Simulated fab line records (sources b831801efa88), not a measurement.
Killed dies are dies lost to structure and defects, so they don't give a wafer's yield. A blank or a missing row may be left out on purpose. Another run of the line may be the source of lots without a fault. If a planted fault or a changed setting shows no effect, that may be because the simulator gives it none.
One fault seen from 2 desks	flow gf180mcu	each desk has only its own numbers; what lay behind them comes last

== THE METROLOGY DESK ==
What the gauges read, lot by lot, whatever tool the lot ran on: means of the sampled wafers that have a number. A lot is out of limits, marked OUT, if its mean lies more than 4 standard deviations from the usual mean; the brackets give that distance.
Columns: A = V5_BOW at GF_V5_BOW_MEAS_05, usual 135 um; B = cd-nm at GF_TOP_METAL_CD_MEAS_14, usual 440.9 nm
lot	first seen here	A	B
L851	day 26 16:20	138	441.6
L852	day 27 00:29	127	440.5
L855	day 28 00:04	131	445.9
L857	day 28 17:28	125	441.9
L858	day 28 22:28	131	442.8
L861	day 29 18:33	130	440.8
L862	day 30 08:22	139	439.5
L864	day 31 06:49	133	439.1
L866	day 31 11:48	136	440.2
L865	day 31 14:08	149	438.1
L867	day 31 15:02	129	441.0
L868	day 31 16:52	148	437.6
L869	day 31 21:12	128	438.1
Finding of this desk: none of the 13 lots has anything out of limits.

== THE TOOL OWNER'S DESK: rie-diel-02 ==
The tool's own readings at GF_V4_ETCH_16 (etches BARC in N2/H2): means of the sampled wafers that have a number, for each lot that ran on this tool. A lot is out of limits, marked OUT, if its mean lies more than 4 standard deviations from the usual mean; the brackets give that distance.
Columns: A = bias-w at GF_V4_ETCH_16, usual 100.01 W; B = drypump-motor-current-A at GF_V4_ETCH_16, usual 5.6 A; C = h2-flow-sccm at GF_V4_ETCH_16, usual 200.0 sccm; D = oes-product-au at GF_V4_ETCH_16, usual 0.854 a.u.; E = throttle-valve-pct at GF_V4_ETCH_16, usual 13.225 %
lot	first seen here	A	B	C	D	E
L852	day 25 03:37	99.87	5.4	199.8	0.857	13.229
L855	day 26 03:37	99.84	5.0	199.9	0.854	13.226
L857	day 26 22:52	99.82	5.2	200.5	0.856	13.221
L858	day 27 04:37	100.17	5.4	200.5	0.852	13.215
L861	day 28 01:25	99.86	5.4	199.2	0.856	13.217
L862	day 28 14:52	100.11	5.1	199.6	0.856	13.224
L866	day 29 20:36	99.57	5.8	199.9	0.858	13.234
L865	day 29 22:22	100.07	5.2	200.1	0.852	13.229
L869	day 30 06:43	100.22	5.1	200.2	0.857	13.219
Finding of this desk: none of the 9 lots has anything out of limits.

== PUT TOGETHER ==
Metrology desk: nothing out of limits seen.
The tool owner's desk saw nothing out of limits.

== WHAT THE SIMULATOR HAD INSERTED ==
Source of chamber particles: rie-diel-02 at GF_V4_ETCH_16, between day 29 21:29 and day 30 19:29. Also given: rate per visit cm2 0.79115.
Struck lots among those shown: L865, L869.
